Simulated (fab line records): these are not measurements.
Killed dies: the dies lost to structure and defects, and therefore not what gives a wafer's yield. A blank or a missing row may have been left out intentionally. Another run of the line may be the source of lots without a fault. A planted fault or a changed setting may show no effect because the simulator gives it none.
fab line records -- flow sfqLine
record lots=6, wafers=18, lastDay=91
route steps=325 shown M4@152 I4@163 JJ@178 M5@206
lots untouched by any fault: they come from a run of this same line in which no faults occurred
startH: hours from the record's first day to the start of the lot's first wafer shown -- waitH: time in hours since the lot's previous step -- " unchanged from the row above -- L1.1+2: several wafers, shown together as one row -- - either no value or no given start -- * or withheld: withheld -- < > ~ a bound
route shown NAME@n: names a module that has steps shown in the file, with the first one's number in the route -- usual: mean/standard deviation taken from wafers without a fault -- same: alike in all rows -- chamber/n: place in a boat -- sites: the reading at each site -- _std_site: their standard deviation -- _edge_site: the outer-site mean with the inner-site mean subtracted -- radiusMm: for every site, how far away it sits from the centre of the wafer -- mask NAME#n: copy n -- behind: the tool/chamber that last shaped the wafer -- hold: what put the lot on hold/how long, in hours/how the hold closed -- device: the transistor (n, p or np) that didn't switch -- end of line: tests of these same wafers at the route's end -- where a step has no rows: the recipe by itself -- killed: the dies lost at the first sort to structure and to defects; this is not the yield of the wafer -- map: the dies of a wafer, with x for killed, . for not killed, _ for no die there
set.NAME: the run value of the setting; set.NAME@STEP: its run value at that earlier step -- model.NAME: the simulator's own value behind a step, which no gauge read
lots seen at some steps along the route; tables by step, rows by wafer
services: when a tool's chamber went out of use (startH, in hours from the record's first day, below 0 if earlier), for how many hours, and the reason
## steps
# step SFQ_TRILAYER_M4_LITHO_COAT_098
# recipe resist=BARC, spinRpm=3000, resistThkNm=62
# step SFQ_TRILAYER_M4_LITHO_COAT_093
# recipe resist=KrF, spinRpm=3000, resistThkNm=600
# step SFQ_TRILAYER_M4_LITHO_SOFTBAKE_097
# recipe tempC=withheld, timeS=withheld, resist=KrF
# step SFQ_TRILAYER_M4_LITHO_EXPOSE_094
# recipe maskId=M4, na=0.6, sourceShape=conventional, sigmaOuter=0.65, targetCdNm=500, doseMj=14.4
# step SFQ_TRILAYER_M4_LITHO_PEB_096
# recipe pebTempC=115, pebTimeS=60, resist=KrF
# step SFQ_TRILAYER_M4_LITHO_DEVELOP_095
# recipe timeS=60, resist=KrF
# step SFQ_M4_OVL_MEAS_926
# usual M4_OVL=1/4.6
lot.wafer,tool,chamber,startH,waitH,M4_OVL[nm]
L909.2,overlay-02,-,1336.95,0.1,10
L909.4,overlay-02,-,1336.95,0.1,7
L909.5,overlay-02,-,1336.95,0.1,0
L910.2,overlay-02,-,1338.15,0.1,0
L910.3,overlay-02,-,1338.15,0.1,1
L910.6,overlay-02,-,1338.15,0.1,2
L911.1,overlay-01,-,1344.14,0.1,-4
L911.2,overlay-01,-,1344.14,0.1,3
L911.4,overlay-01,-,1344.14,0.1,-2
L918.2,overlay-02,-,1391.35,0.1,1
L918.3,overlay-02,-,1391.35,0.1,6
L918.6,overlay-02,-,1391.35,0.1,0
L923.2,overlay-01,-,1477.92,0.1,7
L923.3,overlay-01,-,1477.92,0.1,1
L923.5,overlay-01,-,1477.92,0.1,5
L924.2,overlay-02,-,1488.70,0.1,4
L924.3,overlay-02,-,1488.70,0.1,-3
L924.4,overlay-02,-,1488.70,0.1,-4
# step SFQ_TRILAYER_M4_BARC_OPEN_METAL_ETCH_123
# recipe maskMaterial=PR, chemistry=O2, targetDepthNm=125, target=BARC, icpW=600, biasW=80, pressureMtorr=10, timeS=41.7
# usual drypumpMotorCurrentA=6.0/0.44, oesProductAu=0.685/0.0044
# same timeS=41.7
lot.wafer,tool,chamber,startH,waitH,drypumpMotorCurrentA,oesProductAu,rfHoursCounterH
L909.2,rieMetal-03,0,1336.98,0.0,6.4,0.686,33
L909.4,rieMetal-03,0,1336.98,0.0,6.3,0.682,-
L909.5,rieMetal-03,0,1336.98,0.0,6.3,0.681,-
L910.2,rieMetal-01,0,1338.18,0.0,5.4,0.687,113
L910.3,rieMetal-01,0,1338.18,0.0,5.4,0.686,-
L910.6,rieMetal-01,0,1338.18,0.0,5.4,0.683,-
L911.1,rieMetal-04,1,1344.18,0.0,6.6,0.680,114
L911.2,rieMetal-04,0,1344.18,0.0,6.5,0.687,115
L911.4,rieMetal-04,0,1344.18,0.0,6.5,0.679,-
L918.2,rieMetal-03,1,1391.38,0.0,6.0,0.681,32
L918.3,rieMetal-03,0,1391.38,0.0,6.4,0.683,-
L918.6,rieMetal-03,1,1391.38,0.0,6.0,0.690,-
L923.2,rieMetal-01,1,1477.95,0.0,5.6,0.688,57
L923.3,rieMetal-01,0,1477.95,0.0,5.4,0.678,-
L923.5,rieMetal-01,0,1477.95,0.0,5.4,0.681,-
L924.2,rieMetal-04,1,1488.73,0.0,6.6,0.687,11
L924.3,rieMetal-04,0,1488.73,0.0,6.4,0.683,-
L924.4,rieMetal-04,1,1488.73,0.0,6.6,0.693,-
# step SFQ_TRILAYER_M4_ETCH_METAL_ETCH_096
# recipe target=Nb, stopOn=SiO2, maskMaterial=PR, chemistry=Cl2/Ar, targetDepthNm=240, icpW=600, biasW=80, pressureMtorr=10, timeS=120
# step SFQ_TRILAYER_M4_STRIP_STRIP_097
# recipe gas=O2, powerW=200, platenTempC=40, overashFraction=0.65, chemistry=O2, pressureMtorr=50
# step SFQ_TRILAYER_M4_STRIP_SOLV_CLEAN_098
# recipe chemistry=NMP, tempC=70, timeS=600
# step SFQ_TRILAYER_I4_DEP_PECVD_099
# recipe material=SiO2, tempC=150, timeS=111.11, pressureTorr=2.4, rfW=183.3, precursor=SiH4/N2O, targetThkNm=500
# step SFQ_TRILAYER_I4_CMP_CMP_100
# recipe material=SiO2, downForcePsi=3, platenRpm=60, padVelocityMS=0.94248
# usual edgeZonePressureFrac=1.000/0.0051, headPressurePsi=3.001/0.007, motorCurrentA=9.8/0.9, platenRpm=60.00/0.036, timeToEndpointS=213/6.8
lot.wafer,tool,chamber,startH,waitH,edgeZonePressureFrac,headPressurePsi,motorCurrentA,platenRpm,timeToEndpointS,model.SiO2_of_TRILAYER_I4_DEP_PECVD_099.thkNm
L909.2,cmp-01,1,1347.68,9.7,0.998,3.011,8.6,59.95,219,200.7
L909.4,cmp-01,2,1347.68,9.7,1.000,2.975,10.4,59.95,222,200
L909.5,cmp-01,1,1349.68,11.7,1.002,3.009,8.6,59.93,223,200.8
L910.2,cmp-02,1,1347.82,8.6,0.998,3.002,10.1,60.02,217,199.7
L910.3,cmp-02,2,1347.82,8.6,1.002,3.012,10.2,60.00,218,199.6
L910.6,cmp-02,1,1349.82,10.6,1.003,2.999,10.2,60.00,223,200.1
L911.4,cmp-01,0,1356.68,11.3,0.990,3.000,8.2,60.01,210,199.7
L911.1,cmp-01,2,1357.68,12.3,1.006,2.998,9.5,60.02,215,199.9
L911.2,cmp-01,3,1357.68,12.3,1.001,2.999,10.2,60.04,216,199.4
L918.3,cmp-01,3,1392.42,0.0,1.001,3.004,10.3,60.01,209,201.2
L918.2,cmp-01,0,1392.42,0.0,1.001,2.995,8.3,59.96,212,199.3
L918.6,cmp-01,0,1394.92,2.5,1.005,3.002,8.4,59.96,218,199.6
L923.3,cmp-02,2,1480.57,1.5,1.002,3.018,10.1,60.08,206,198.9
L923.2,cmp-02,0,1481.57,2.5,0.994,3.012,9.8,60.03,221,180
L923.5,cmp-02,3,1483.07,3.9,1.001,2.988,11.2,59.99,207,200.6
L924.2,cmp-02,3,1489.78,0.0,0.999,3.005,11.3,59.99,224,179.7
L924.3,cmp-02,0,1489.78,0.0,0.998,3.007,10.3,59.98,209,199.8
L924.4,cmp-02,2,1491.28,1.5,0.996,2.999,9.9,60.05,227,180.1
# step SFQ_I4_BOW_MEAS_927
# recipe mode=bow
# usual I4_BOW=4/8.9
lot.wafer,tool,chamber,startH,waitH,I4_BOW[um]
L909.2,filmMetro-02,-,1350.70,2.5,22
L909.4,filmMetro-02,-,1350.70,2.5,-4
L909.5,filmMetro-02,-,1350.70,2.5,10
L910.2,filmMetro-01,-,1350.84,2.5,-11
L910.3,filmMetro-01,-,1350.84,2.5,-11
L910.6,filmMetro-01,-,1350.84,2.5,-6
L911.1,filmMetro-01,-,1359.68,1.5,3
L911.2,filmMetro-01,-,1359.68,1.5,7
L911.4,filmMetro-01,-,1359.68,1.5,5
L918.2,filmMetro-04,-,1395.44,2.0,10
L918.3,filmMetro-04,-,1395.44,2.0,6
L918.6,filmMetro-04,-,1395.44,2.0,17
L923.2,filmMetro-01,-,1483.59,1.5,11
L923.3,filmMetro-01,-,1483.59,1.5,-10
L923.5,filmMetro-01,-,1483.59,1.5,5
L924.2,filmMetro-01,-,1492.80,2.5,2
L924.3,filmMetro-01,-,1492.80,2.5,-2
L924.4,filmMetro-01,-,1492.80,2.5,11
# step SFQ_TRILAYER_I4_METRO_MEASURE_101
# usual thkNm=199.9/0.85
lot.wafer,tool,chamber,startH,waitH,thkNm
L909.2,filmMetro-02,-,1351.00,0.3,200.7
L909.4,filmMetro-02,-,1351.00,0.3,200.0
L909.5,filmMetro-02,-,1351.00,0.3,200.7
L910.2,filmMetro-01,-,1351.14,0.3,199.7
L910.3,filmMetro-01,-,1351.14,0.3,199.5
L910.6,filmMetro-01,-,1351.14,0.3,199.8
L911.1,filmMetro-01,-,1359.80,0.1,199.9
L911.2,filmMetro-01,-,1359.80,0.1,199.2
L911.4,filmMetro-01,-,1359.80,0.1,199.9
L918.2,filmMetro-04,-,1395.74,0.3,199.3
L918.3,filmMetro-04,-,1395.74,0.3,201.1
L918.6,filmMetro-04,-,1395.74,0.3,199.7
L923.2,filmMetro-01,-,1483.89,0.3,180.0
L923.3,filmMetro-01,-,1483.89,0.3,198.7
L923.5,filmMetro-01,-,1483.89,0.3,200.7
L924.2,filmMetro-01,-,1493.10,0.3,179.7
L924.3,filmMetro-01,-,1493.10,0.3,199.8
L924.4,filmMetro-01,-,1493.10,0.3,180.0
# step SFQ_TRILAYER_I4_VIA_LITHO_COAT_108
# recipe resist=BARC, spinRpm=3000, resistThkNm=62
# step SFQ_TRILAYER_I4_VIA_LITHO_COAT_103
# recipe resist=KrF, spinRpm=3000, resistThkNm=650
# step SFQ_TRILAYER_I4_VIA_LITHO_SOFTBAKE_107
# recipe tempC=withheld, timeS=withheld, resist=KrF
# step SFQ_TRILAYER_I4_VIA_LITHO_EXPOSE_104
# recipe maskId=I4, na=0.6, sourceShape=conventional, sigmaOuter=0.65, targetCdNm=700, doseMj=21.3
# step SFQ_TRILAYER_I4_VIA_LITHO_PEB_106
# recipe pebTempC=115, pebTimeS=60, resist=KrF
# step SFQ_TRILAYER_I4_VIA_LITHO_DEVELOP_105
# recipe timeS=60, resist=KrF
# step SFQ_I4_OVL_MEAS_928
# usual I4_OVL=1/5.5
lot.wafer,tool,chamber,startH,waitH,I4_OVL[nm]
L909.2,overlay-02,-,1354.25,0.1,-3
L909.4,overlay-02,-,1354.25,0.1,-6
L909.5,overlay-02,-,1354.25,0.1,-7
L910.2,overlay-02,-,1355.45,0.1,7
L910.3,overlay-02,-,1355.45,0.1,3
L910.6,overlay-02,-,1355.45,0.1,7
L911.1,overlay-01,-,1479.07,0.1,1
L911.2,overlay-01,-,1479.07,0.1,-3
L911.4,overlay-01,-,1479.07,0.1,1
L918.2,overlay-02,-,1529.38,0.1,11
L918.3,overlay-02,-,1529.38,0.1,3
L918.6,overlay-02,-,1529.38,0.1,14
L923.2,overlay-01,-,1596.02,0.1,7
L923.3,overlay-01,-,1596.02,0.1,4
L923.5,overlay-01,-,1596.02,0.1,3
L924.2,overlay-01,-,1603.22,0.1,-9
L924.3,overlay-01,-,1603.22,0.1,-4
L924.4,overlay-01,-,1603.22,0.1,-7
# step SFQ_TRILAYER_I4_VIA_BARC_OPEN_VIA_ETCH_146
# recipe maskMaterial=PR, chemistry=O2, targetDepthNm=125, target=BARC, sourceW=500, biasW=80, pressureMtorr=30, timeS=41.7
# step SFQ_TRILAYER_I4_VIA_ETCH_VIA_ETCH_106
# recipe target=SiO2, stopOn=Nb, maskMaterial=PR, taperDeg=20, chemistry=CHF3, targetDepthNm=260, sourceW=500, biasW=80, pressureMtorr=30, timeS=withheld
# usual drypumpMotorCurrentA=5.7/0.35, oesProductAu=0.854/0.0054
lot.wafer,tool,chamber,startH,waitH,drypumpMotorCurrentA,oesProductAu,model.I4.featureDepthNm,model.etch.depthNm
L909.2,rieDiel-01,1,1354.32,0.0,5.4,0.860,200.7,200.7
L909.4,rieDiel-01,2,1354.32,0.0,5.5,0.858,200,200
L909.5,rieDiel-01,2,1354.32,0.0,5.5,0.856,200.8,200.8
L910.2,rieDiel-04,0,1355.52,0.0,5.4,0.854,199.7,199.7
L910.3,rieDiel-04,1,1355.52,0.0,6.2,0.856,199.6,199.6
L910.6,rieDiel-04,2,1355.52,0.0,5.5,0.857,200.1,200.1
L911.1,rieDiel-04,3,1479.15,0.0,5.9,0.856,199.9,199.9
L911.2,rieDiel-04,0,1479.15,0.0,5.4,0.849,199.4,199.4
L911.4,rieDiel-04,2,1479.15,0.0,5.5,0.850,199.7,199.7
L918.2,rieDiel-04,3,1529.45,0.0,5.9,0.852,199.3,199.3
L918.3,rieDiel-04,1,1529.45,0.0,6.2,0.856,201.2,201.2
L918.6,rieDiel-04,1,1529.45,0.0,6.2,0.846,199.6,199.6
L923.2,rieDiel-04,2,1596.09,0.0,5.5,0.805,180,180
L923.3,rieDiel-04,3,1596.09,0.0,5.9,0.850,198.9,198.9
L923.5,rieDiel-04,0,1596.09,0.0,5.4,0.850,200.6,200.6
L924.2,rieDiel-04,3,1603.29,0.0,5.9,0.804,179.7,179.7
L924.3,rieDiel-04,1,1603.29,0.0,6.2,0.858,199.8,199.8
L924.4,rieDiel-04,0,1603.29,0.0,5.5,0.814,180.1,180.1
# step SFQ_TRILAYER_I4_VIA_STRIP_STRIP_107
# recipe gas=O2, powerW=200, platenTempC=40, overashFraction=0.65, chemistry=O2, pressureMtorr=50
# usual drypumpMotorCurrentA=6.1/0.34, oesProductAu=1.002/0.0079
lot.wafer,tool,chamber,startH,waitH,drypumpMotorCurrentA,oesProductAu,rfHoursCounterH
L909.2,rieMetal-03,0,1354.44,-,6.4,0.994,35
L909.4,rieMetal-03,0,1354.44,-,6.4,1.010,-
L909.5,rieMetal-03,1,1354.44,-,6.0,1.007,-
L910.2,rieMetal-02,0,1355.64,-,6.1,0.994,42
L910.3,rieMetal-02,1,1355.64,-,5.6,0.990,-
L910.6,rieMetal-02,1,1355.64,-,5.6,0.992,-
L911.1,rieMetal-02,1,1479.26,-,5.6,0.993,7
L911.2,rieMetal-02,0,1479.26,-,6.1,0.990,59
L911.4,rieMetal-02,0,1479.26,-,6.1,1.001,-
L918.2,rieMetal-02,0,1529.57,-,6.0,0.993,66
L918.3,rieMetal-02,0,1529.57,-,6.0,0.990,-
L918.6,rieMetal-02,0,1529.57,-,6.0,0.987,-
L923.2,rieMetal-02,0,1596.20,-,6.1,0.994,76
L923.3,rieMetal-02,1,1596.20,-,5.6,0.996,-
L923.5,rieMetal-02,1,1596.20,-,5.5,1.005,-
L924.2,rieMetal-03,0,1603.40,-,6.4,1.015,65
L924.3,rieMetal-03,0,1603.40,-,6.4,1.005,-
L924.4,rieMetal-03,1,1603.40,-,6.0,1.017,-
# step SFQ_TRILAYER_I4_VIA_STRIP_SOLV_CLEAN_108
# recipe chemistry=NMP, tempC=70, timeS=600
# step SFQ_TRILAYER_JJ_TRILAYER_DEP_PRE_CLEAN_113
# recipe gas=Ar, timeS=22.5, biasV=250
# step SFQ_TRILAYER_JJ_TRILAYER_DEP_SPUTTER_109
# recipe material=Nb, basePressurePa=1.33e-06, chamberPressurePa=0.1333, substrateTempC=20, targetThkNm=150, powerW=2000, timeS=100
# usual throttleValvePct=29.9/0.82
# same timeS=100
lot.wafer,tool,chamber,startH,waitH,throttleValvePct
L909.2,pvdSputter-05,-,1355.24,0.0,29.8
L909.4,pvdSputter-05,-,1355.24,0.0,29.4
L909.5,pvdSputter-05,-,1355.24,0.0,28.7
L910.2,pvdSputter-06,-,1356.46,0.0,30.0
L910.3,pvdSputter-06,-,1356.46,0.0,30.2
L910.6,pvdSputter-06,-,1356.46,0.0,30.1
L911.1,pvdSputter-03,-,1480.06,0.0,31.7
L911.2,pvdSputter-03,-,1480.06,0.0,29.4
L911.4,pvdSputter-03,-,1480.06,0.0,29.8
L918.2,pvdSputter-06,-,1530.39,0.0,30.0
L918.3,pvdSputter-06,-,1530.39,0.0,30.6
L918.6,pvdSputter-06,-,1530.39,0.0,30.2
L923.2,pvdSputter-03,-,1597.00,0.0,29.7
L923.3,pvdSputter-03,-,1597.00,0.0,31.5
L923.5,pvdSputter-03,-,1597.00,0.0,30.0
L924.2,pvdSputter-05,-,1604.20,0.0,30.1
L924.3,pvdSputter-05,-,1604.20,0.0,29.3
L924.4,pvdSputter-05,-,1604.20,0.0,29.2
# step SFQ_TRILAYER_JJ_TRILAYER_DEP_SPUTTER_110
# recipe material=Al, basePressurePa=1.33e-06, targetThkNm=8, powerW=500, timeS=10, chamberPressurePa=0.4
# step SFQ_TRILAYER_JJ_TRILAYER_DEP_AL_OXIDATION_111
# recipe pressureMbar=0.014667, oxidationTimeS=600, temperatureK=293
# step SFQ_TRILAYER_JJ_TRILAYER_DEP_SPUTTER_112
# recipe material=Nb, basePressurePa=1.33e-06, chamberPressurePa=0.1333, substrateTempC=20, targetThkNm=170, powerW=2000, timeS=113.3
# step SFQ_JJ_RS_MEAS_929
# recipe thkMeasGauge=four-point-probe, reads=Nb_of_TRILAYER_JJ_TRILAYER_DEP_SPUTTER_112
# usual JJ_NB_RS=1.050/0.012
lot.wafer,tool,chamber,startH,waitH,JJ_NB_RS[ohm/sq]
L909.2,filmMetro-02,-,1356.43,0.1,1.058
L909.4,filmMetro-02,-,1356.43,0.1,1.056
L909.5,filmMetro-02,-,1356.43,0.1,1.057
L910.2,filmMetro-02,-,1357.65,0.1,1.046
L910.3,filmMetro-02,-,1357.65,0.1,1.056
L910.6,filmMetro-02,-,1357.65,0.1,1.049
L911.1,filmMetro-01,-,1481.24,0.0,1.042
L911.2,filmMetro-01,-,1481.24,0.0,1.042
L911.4,filmMetro-01,-,1481.24,0.0,1.037
L918.2,filmMetro-02,-,1531.58,0.1,1.076
L918.3,filmMetro-02,-,1531.58,0.1,1.064
L918.6,filmMetro-02,-,1531.58,0.1,1.072
L923.2,filmMetro-01,-,1598.20,0.1,1.019
L923.3,filmMetro-01,-,1598.20,0.1,1.021
L923.5,filmMetro-01,-,1598.20,0.1,1.027
L924.2,filmMetro-01,-,1605.40,0.1,1.048
L924.3,filmMetro-01,-,1605.40,0.1,1.067
L924.4,filmMetro-01,-,1605.40,0.1,1.061
# step SFQ_TRILAYER_JJ_CE_LITHO_COAT_119
# recipe resist=BARC, spinRpm=3000, resistThkNm=62
# step SFQ_TRILAYER_JJ_CE_LITHO_COAT_114
# recipe resist=KrF, spinRpm=3000, resistThkNm=600
# step SFQ_TRILAYER_JJ_CE_LITHO_SOFTBAKE_118
# recipe tempC=withheld, timeS=withheld, resist=KrF
# step SFQ_TRILAYER_JJ_CE_LITHO_EXPOSE_115
# recipe maskId=J5, na=0.6, sourceShape=conventional, sigmaOuter=0.65, targetCdNm=700, doseMj=14.4
# step SFQ_TRILAYER_JJ_CE_LITHO_PEB_117
# recipe pebTempC=115, pebTimeS=60, resist=KrF
# step SFQ_TRILAYER_JJ_CE_LITHO_DEVELOP_116
# recipe timeS=60, resist=KrF
# step SFQ_JJ_OVL_MEAS_931
# usual J5_OVL=-1/4.5
lot.wafer,tool,chamber,startH,waitH,J5_OVL[nm]
L909.2,overlay-01,-,1471.88,0.1,0
L909.4,overlay-01,-,1471.88,0.1,1
L909.5,overlay-01,-,1471.88,0.1,-3
L910.2,overlay-01,-,1473.08,0.1,0
L910.3,overlay-01,-,1473.08,0.1,-2
L910.6,overlay-01,-,1473.08,0.1,-4
L911.1,overlay-01,-,1483.67,0.1,-4
L911.2,overlay-01,-,1483.67,0.1,-8
L911.4,overlay-01,-,1483.67,0.1,-1
L918.2,overlay-02,-,1534.00,0.1,-6
L918.3,overlay-02,-,1534.00,0.1,-7
L918.6,overlay-02,-,1534.00,0.1,-6
L923.2,overlay-01,-,1600.61,0.1,-5
L923.3,overlay-01,-,1600.61,0.1,1
L923.5,overlay-01,-,1600.61,0.1,0
L924.2,overlay-01,-,1608.47,0.1,6
L924.3,overlay-01,-,1608.47,0.1,2
L924.4,overlay-01,-,1608.47,0.1,5
# step SFQ_TRILAYER_JJ_CE_METRO_MEASURE_117
# usual cdNm=700.4/1.3
lot.wafer,tool,chamber,startH,waitH,cdNm
L909.2,cdSem-02,-,1472.11,0.2,702.4
L909.4,cdSem-02,-,1472.11,0.2,701.9
L909.5,cdSem-02,-,1472.11,0.2,701.0
L910.2,cdSem-01,-,1473.31,0.2,700.5
L910.3,cdSem-01,-,1473.31,0.2,699.9
L910.6,cdSem-01,-,1473.31,0.2,699.6
L911.1,cdSem-02,-,1483.70,0.0,700.6
L911.2,cdSem-02,-,1483.70,0.0,700.5
L911.4,cdSem-02,-,1483.70,0.0,701.1
L918.2,cdSem-01,-,1534.23,0.2,698.2
L918.3,cdSem-01,-,1534.23,0.2,699.1
L918.6,cdSem-01,-,1534.23,0.2,699.1
L923.2,cdSem-01,-,1600.84,0.2,699.9
L923.3,cdSem-01,-,1600.84,0.2,699.4
L923.5,cdSem-01,-,1600.84,0.2,698.8
L924.2,cdSem-02,-,1608.70,0.2,698.5
L924.3,cdSem-02,-,1608.70,0.2,700.6
L924.4,cdSem-02,-,1608.70,0.2,700.6
# step SFQ_TRILAYER_JJ_CE_BARC_OPEN_RIE_150
# recipe maskMaterial=PR, chemistry=O2, targetDepthNm=240, target=BARC, icpW=600, biasW=80, pressureMtorr=10, timeS=80
# usual drypumpMotorCurrentA=6.0/0.47, oesProductAu=0.538/0.0046
# same timeS=80
lot.wafer,tool,chamber,startH,waitH,drypumpMotorCurrentA,oesProductAu,rfHoursCounterH
L909.2,rieMetal-01,1,1473.11,0.8,5.6,0.542,57
L909.4,rieMetal-01,0,1473.11,0.8,5.4,0.533,-
L909.5,rieMetal-01,0,1473.11,0.8,5.4,0.542,-
L910.2,rieMetal-01,1,1474.31,0.8,5.6,0.535,57
L910.3,rieMetal-01,1,1474.31,0.8,5.6,0.541,-
L910.6,rieMetal-01,0,1474.31,0.8,5.4,0.537,-
L911.1,rieMetal-04,0,1484.90,1.0,6.5,0.528,2
L911.2,rieMetal-04,1,1484.90,1.0,6.7,0.538,10
L911.4,rieMetal-04,0,1484.90,1.0,6.5,0.546,-
L918.2,rieMetal-04,0,1535.23,0.8,6.4,0.538,10
L918.3,rieMetal-04,1,1535.23,0.8,6.6,0.549,-
L918.6,rieMetal-04,0,1535.23,0.8,6.4,0.533,-
L923.2,rieMetal-02,0,1601.84,0.8,6.1,0.541,76
L923.3,rieMetal-02,1,1601.84,0.8,5.5,0.536,-
L923.5,rieMetal-02,0,1601.84,0.8,6.0,0.541,-
L924.2,rieMetal-04,1,1609.70,0.8,6.6,0.539,28
L924.3,rieMetal-04,0,1609.70,0.8,6.5,0.542,-
L924.4,rieMetal-04,1,1609.70,0.8,6.6,0.533,-
# step SFQ_TRILAYER_M5_ETCH_METAL_ETCH_126
# recipe target=Nb, stopOn=SiO2, maskMaterial=PR, overEtchFrac=0.15, timeS=203.2, chemistry=Cl2/BCl3, targetDepthNm=265, icpW=600, biasW=80, pressureMtorr=10
# usual drypumpMotorCurrentA=5.8/0.36, oesProductAu=0.727/0.0058
# same timeS=203.2
lot.wafer,tool,chamber,startH,waitH,drypumpMotorCurrentA,oesProductAu,rfHoursCounterH,model.SiO2_of_TRILAYER_I4_DEP_PECVD_099.thkNm
L909.2,rieMetal-02,0,1590.11,0.0,6.1,0.734,75,181
L909.4,rieMetal-02,1,1590.11,0.0,5.5,0.725,-,180.1
L909.5,rieMetal-02,1,1590.11,0.0,5.6,0.735,-,181
L910.2,rieMetal-03,0,1593.71,0.0,6.4,0.727,63,179.7
L910.3,rieMetal-03,1,1593.71,0.0,6.0,0.730,-,179.6
L910.6,rieMetal-03,1,1593.71,0.0,6.1,0.728,-,180.1
L911.1,rieMetal-03,0,1597.31,0.0,6.4,0.727,64,179.8
L911.2,rieMetal-03,1,1597.31,0.0,6.1,0.731,56,179.2
L911.4,rieMetal-03,0,1597.31,0.0,6.4,0.727,-,179.7
L918.2,rieMetal-02,0,1633.31,0.0,6.0,0.737,81,179.7
L918.3,rieMetal-02,0,1633.31,0.0,6.1,0.727,-,181.5
L918.6,rieMetal-02,0,1633.31,0.0,6.0,0.722,-,179.8
L923.2,rieMetal-02,0,1668.11,0.0,6.0,0.730,88,160.2
L923.3,rieMetal-02,1,1668.11,0.0,5.5,0.733,-,179
L923.5,rieMetal-02,1,1668.11,0.0,5.5,0.733,-,180.7
L924.2,rieMetal-03,1,1669.31,0.0,6.1,0.711,70,159.9
L924.3,rieMetal-03,1,1669.31,0.0,6.1,0.729,-,179.9
L924.4,rieMetal-03,0,1669.31,0.0,6.3,0.720,-,160.3
## services
tool,chamber,startH,hours,kind
cmp-01,-,1332.32,3.4,repair
cmp-02,-,1338.37,3.4,repair
filmMetro-01,-,1342.90,1.6,pm
rieMetal-01,-,1347.60,2.8,pm
rieDiel-04,3,1362.26,1.4,repair
rieMetal-02,1,1365.82,9.0,repair
cdSem-02,-,1366.34,1.2,pm
rieDiel-04,3,1376.20,5.4,repair
cmp-02,-,1378.12,2.3,repair
cdSem-02,-,1380.19,3.7,repair
filmMetro-01,-,1386.88,1.0,pm
cmp-02,-,1392.68,4.7,repair
cdSem-02,-,1399.78,0.4,pm
rieMetal-02,-,1410.08,14.6,pm
rieMetal-04,-,1431.61,0.4,repair
rieMetal-03,1,1434.59,7.9,repair
rieMetal-02,1,1442.55,1.7,repair
rieDiel-04,-,1493.27,15.6,pm
filmMetro-01,-,1507.34,0.5,pm
rieDiel-04,-,1508.88,2.8,pm
rieMetal-01,1,1554.49,14.8,repair
rieMetal-04,0,1560.95,10.2,repair
filmMetro-01,-,1587.90,1.5,pm
filmMetro-01,-,1631.88,1.3,pm
## key
firstSign step=SFQ_TRILAYER_I4_METRO_MEASURE_101, reading=thkNm, direction=down, sigmas=23, usual=199.9, struck=179.9
effect step=SFQ_TRILAYER_I4_VIA_ETCH_VIA_ETCH_106, reading=oesProductAu, direction=down, sigmas=8.6, usual=0.854, struck=0.808
modelEffect step=SFQ_TRILAYER_I4_CMP_CMP_100, value=SiO2_of_TRILAYER_I4_DEP_PECVD_099.thkNm, without=199.9, struck=179.9
modelEffect step=SFQ_TRILAYER_I4_VIA_ETCH_VIA_ETCH_106, value=I4.featureDepthNm, without=199.9, struck=179.9
modelEffect step=SFQ_TRILAYER_M5_ETCH_METAL_ETCH_126, value=SiO2_of_TRILAYER_I4_DEP_PECVD_099.thkNm, without=180.1, struck=160.1
metAt SFQ_TRILAYER_I4_CMP_CMP_100
struckWafers L923.2,L924.2,L924.4
onsetBetween 1347.82 1480.57
fault kind=processParameterDrift, tool=cmp-02, chamber=-, onsetH=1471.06, steps=SFQ_TRILAYER_I4_CMP_CMP_100, channel=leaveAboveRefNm, offset=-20, shape=step, endH=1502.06, scope=struckWafersOnly, actsIn=theseRecipesOnly, stated=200
